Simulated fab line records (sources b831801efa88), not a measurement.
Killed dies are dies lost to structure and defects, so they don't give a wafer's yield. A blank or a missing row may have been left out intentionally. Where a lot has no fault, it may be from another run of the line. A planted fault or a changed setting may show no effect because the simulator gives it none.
The tool behind it: which one? :: flow gf180mcu :: Sampling: 15 lots, 45 wafers, 4 of 602 route steps

## WHAT EACH GAUGE READ, for each wafer
GF_POLY_GATE_THK_MEAS_17.
lot: L807
measured: day 9 07:56
on: filmMetro-02
POLY_GATE_OXIDATION_THK (nm): 4.13 4.11 4.09

lot: L808
measured: day 9 11:39
on: filmMetro-03
POLY_GATE_OXIDATION_THK (nm): 4.15 4.11 4.00

lot: L809
measured: day 9 23:18
on: filmMetro-04
POLY_GATE_OXIDATION_THK (nm): 3.89 3.96 3.96

lot: L810
measured: day 10 03:13
on: filmMetro-02
POLY_GATE_OXIDATION_THK (nm): 4.07 4.02 4.06

lot: L811
measured: day 10 11:04
on: filmMetro-03
POLY_GATE_OXIDATION_THK (nm): 4.08 4.01 4.08

lot: L812
measured: day 10 19:29
on: filmMetro-03
POLY_GATE_OXIDATION_THK (nm): 4.00 4.03 4.10

lot: L814
measured: day 11 11:47
on: filmMetro-02
POLY_GATE_OXIDATION_THK (nm): 3.96 3.94 3.91

lot: L815
measured: day 11 15:55
on: filmMetro-04
POLY_GATE_OXIDATION_THK (nm): 4.00 3.96 3.92

lot: L816
measured: day 11 20:11
on: filmMetro-04
POLY_GATE_OXIDATION_THK (nm): 3.84 3.94 4.01

lot: L819
measured: day 12 20:25
on: filmMetro-02
POLY_GATE_OXIDATION_THK (nm): 4.05 4.02 4.09

lot: L820
measured: day 13 00:14
on: filmMetro-03
POLY_GATE_OXIDATION_THK (nm): 4.03 3.98 3.98

lot: L821
measured: day 13 10:44
on: filmMetro-02
POLY_GATE_OXIDATION_THK (nm): 3.99 3.93 4.00

lot: L822
measured: day 13 19:23
on: filmMetro-04
POLY_GATE_OXIDATION_THK (nm): 3.84 3.84 3.95

lot: L823
measured: day 14 03:20
on: filmMetro-02
POLY_GATE_OXIDATION_THK (nm): 3.97 3.98 3.94

lot: L825
measured: day 14 15:31
on: filmMetro-02
POLY_GATE_OXIDATION_THK (nm): 3.88 3.98 3.88

GF_HV_LDD_CD_MEAS_19 targets a cd of 400 nm.
lot: L807
measured: day 10 19:21
on: cdSem-01
cdNm (nm): 400.4 403.9 403.2

lot: L808
measured: day 11 00:02
on: cdSem-01
cdNm (nm): 398.7 400.4 397.0

lot: L809
measured: day 11 11:59
on: cdSem-02
cdNm (nm): 401.1 400.0 398.1

lot: L810
measured: day 11 16:19
on: cdSem-01
cdNm (nm): 397.7 401.7 398.8

lot: L811
measured: day 12 00:04
on: cdSem-01
cdNm (nm): 404.6 404.7 403.1

lot: L812
measured: day 12 08:52
on: cdSem-02
cdNm (nm): 396.5 397.8 397.8

lot: L814
measured: day 13 02:16
on: cdSem-02
cdNm (nm): 403.3 399.3 400.6

lot: L815
measured: day 13 05:45
on: cdSem-01
cdNm (nm): 398.4 399.5 400.1

lot: L816
measured: day 13 10:56
on: cdSem-02
cdNm (nm): 398.0 398.0 398.3

lot: L819
measured: day 14 13:56
on: cdSem-01
cdNm (nm): 399.7 398.6 399.4

lot: L820
measured: day 14 17:04
on: cdSem-02
cdNm (nm): 403.4 401.9 402.3

lot: L821
measured: day 15 03:46
on: cdSem-01
cdNm (nm): 399.2 400.0 398.7

lot: L822
measured: day 15 12:18
on: cdSem-02
cdNm (nm): 400.3 397.7 399.7

lot: L823
measured: day 15 21:39
on: cdSem-02
cdNm (nm): 401.8 400.2 401.9

lot: L825
measured: day 16 09:58
on: cdSem-02
cdNm (nm): 401.8 400.9 401.3

## WHAT TOOL EACH LOT RAN ON (gives the tool, then ch and the chambers of the sampled wafers, and finally the start)
lot: L807
GF_VT_IMPLANT_RTA_45: rtpAnneal-02 ch 0, day 7 14:12
GF_HV_LDD_IMPLANT_09: implanter-01 ch 0, day 10 01:24

lot: L808
GF_VT_IMPLANT_RTA_45: rtpAnneal-02 ch 0, day 7 18:23
GF_HV_LDD_IMPLANT_09: implanter-04 ch 0, day 10 05:53

lot: L809
GF_VT_IMPLANT_RTA_45: rtpAnneal-01 ch 0, day 8 04:00
GF_HV_LDD_IMPLANT_09: implanter-02 ch 0, day 10 16:59

lot: L810
GF_VT_IMPLANT_RTA_45: rtpAnneal-02 ch 0, day 8 09:14
GF_HV_LDD_IMPLANT_09: implanter-02 ch 0, day 10 21:14

lot: L811
GF_VT_IMPLANT_RTA_45: rtpAnneal-02 ch 0, day 8 17:24
GF_HV_LDD_IMPLANT_09: implanter-01 ch 0, day 11 05:11

lot: L812
GF_VT_IMPLANT_RTA_45: rtpAnneal-02 ch 0, day 9 00:30
GF_HV_LDD_IMPLANT_09: implanter-02 ch 0, day 11 13:52

lot: L814
GF_VT_IMPLANT_RTA_45: rtpAnneal-02 ch 0, day 9 13:34
GF_HV_LDD_IMPLANT_09: implanter-04 ch 0, day 12 06:23

lot: L815
GF_VT_IMPLANT_RTA_45: rtpAnneal-01 ch 0, day 9 19:44
GF_HV_LDD_IMPLANT_09: implanter-04 ch 0, day 12 10:43

lot: L816
GF_VT_IMPLANT_RTA_45: rtpAnneal-01 ch 0, day 10 00:34
GF_HV_LDD_IMPLANT_09: implanter-01 ch 0, day 12 15:05

lot: L819
GF_VT_IMPLANT_RTA_45: rtpAnneal-01 ch 0, day 10 23:29
GF_HV_LDD_IMPLANT_09: implanter-02 ch 0, day 13 16:58

lot: L820
GF_VT_IMPLANT_RTA_45: rtpAnneal-01 ch 0, day 11 03:14
GF_HV_LDD_IMPLANT_09: implanter-02 ch 0, day 13 20:11

lot: L821
GF_VT_IMPLANT_RTA_45: rtpAnneal-02 ch 0, day 11 12:05
GF_HV_LDD_IMPLANT_09: implanter-01 ch 0, day 14 06:53

lot: L822
GF_VT_IMPLANT_RTA_45: rtpAnneal-01 ch 0, day 11 20:28
GF_HV_LDD_IMPLANT_09: implanter-02 ch 0, day 14 15:37

lot: L823
GF_VT_IMPLANT_RTA_45: rtpAnneal-02 ch 0, day 12 01:09
GF_HV_LDD_IMPLANT_09: implanter-02 ch 0, day 15 00:09

lot: L825
GF_VT_IMPLANT_RTA_45: rtpAnneal-02 ch 0, day 12 14:38
GF_HV_LDD_IMPLANT_09: implanter-02 ch 0, day 15 12:35
- GF_VT_IMPLANT_RTA_45: time 30 s.
- GF_HV_LDD_IMPLANT_09

## WHAT THE TOOLS THEMSELVES READ (means of the sampled wafers that have a number; where no wafer has one, the mark that the record gives instead)
GF_VT_IMPLANT_RTA_45.
lot: L807
tool: rtpAnneal-02
lampPowerPct (%): 31.9
wafer_temp_C_max: 1053.9

lot: L808
tool: rtpAnneal-02
lampPowerPct (%): 31.9
wafer_temp_C_max: 1053.7

lot: L809
tool: rtpAnneal-01
lampPowerPct (%): 33.7
wafer_temp_C_max: 1053.8

lot: L810
tool: rtpAnneal-02
lampPowerPct (%): 31.9
wafer_temp_C_max: 1053.8

lot: L811
tool: rtpAnneal-02
lampPowerPct (%): 32.0
wafer_temp_C_max: 1054.6

lot: L812
tool: rtpAnneal-02
lampPowerPct (%): 31.9
wafer_temp_C_max: 1053.6

lot: L814
tool: rtpAnneal-02
lampPowerPct (%): 32.0
wafer_temp_C_max: 1054.1

lot: L815
tool: rtpAnneal-01
lampPowerPct (%): 33.8
wafer_temp_C_max: 1054.6

lot: L816
tool: rtpAnneal-01
lampPowerPct (%): 33.8
wafer_temp_C_max: 1054.2

lot: L819
tool: rtpAnneal-01
lampPowerPct (%): 33.8
wafer_temp_C_max: 1054.3

lot: L820
tool: rtpAnneal-01
lampPowerPct (%): 33.8
wafer_temp_C_max: 1054.5

lot: L821
tool: rtpAnneal-02
lampPowerPct (%): 32.0
wafer_temp_C_max: 1054.3

lot: L822
tool: rtpAnneal-01
lampPowerPct (%): 33.8
wafer_temp_C_max: 1053.8

lot: L823
tool: rtpAnneal-02
lampPowerPct (%): 31.9
wafer_temp_C_max: 1054.5

lot: L825
tool: rtpAnneal-02
lampPowerPct (%): 32.0
wafer_temp_C_max: 1053.5

GF_HV_LDD_IMPLANT_09.
lot: L807
tool: implanter-01
tiltDeg (degrees): 6.998

lot: L808
tool: implanter-04
tiltDeg (degrees): 7.019

lot: L809
tool: implanter-02
tiltDeg (degrees): 7.003

lot: L810
tool: implanter-02
tiltDeg (degrees): 7.010

lot: L811
tool: implanter-01
tiltDeg (degrees): 6.964

lot: L812
tool: implanter-02
tiltDeg (degrees): 6.990

lot: L814
tool: implanter-04
tiltDeg (degrees): 7.010

lot: L815
tool: implanter-04
tiltDeg (degrees): 6.976

lot: L816
tool: implanter-01
tiltDeg (degrees): 6.996

lot: L819
tool: implanter-02
tiltDeg (degrees): 7.012

lot: L820
tool: implanter-02
tiltDeg (degrees): 6.984

lot: L821
tool: implanter-01
tiltDeg (degrees): 7.009

lot: L822
tool: implanter-02
tiltDeg (degrees): 6.363

lot: L823
tool: implanter-02
tiltDeg (degrees): 6.316

lot: L825
tool: implanter-02
tiltDeg (degrees): 6.349

## THE ANSWER, worked out from the rows above alone
Rule: the usual values come from the lots themselves. Put in order of their means at a reading, lots are off if they are a third of the lots or fewer, leave a main group of 4 or more, and stand apart from it by a gap of 3 or more times the standard deviation of the main group's means; of several such gaps the widest counts. Not used: any main group whose means are identical at the precision the tables above print for the reading. Also off: a lot with no number at a reading for which 4 or more lots have one. All remaining lots with rows at the step are treated as sound. First the gauges in route order, then the tools' own readings, where a lot's mean is used as printed above. At the first step where some lot is off, the reading lying furthest off is the one used; lots without a number count as furthest.
Off, at GF_HV_LDD_IMPLANT_09 on tiltDeg: L822, L823, L825. The main group: mean 6.998 degrees, standard deviation 0.016.
If a tool, at that step or one of the process steps before it, ran each lot that is off and ran no sound lot following the first of them, it fits. One fits: implanter-02 at GF_HV_LDD_IMPLANT_09. A fault onset in the window from L820 (day 13 20:11, its last sound lot) to L822 (day 14 15:37, its first lot off) fits.
The tool's own readings at GF_HV_LDD_IMPLANT_09 bear it out: on the lots that are off they differ by more than 5 times the standard deviation of the sound lots' means. tiltDeg reads 6.343 degrees there against 6.998 degrees on the sound lots.

## WHAT THE SIMULATOR PUT IN
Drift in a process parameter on implanter-02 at GF_HV_LDD_IMPLANT_09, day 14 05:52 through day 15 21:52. Setting tiltDeg, moved by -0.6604, from 7. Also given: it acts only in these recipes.
Struck lots among those shown: L822, L823, L825. This agrees with what the rule above found.
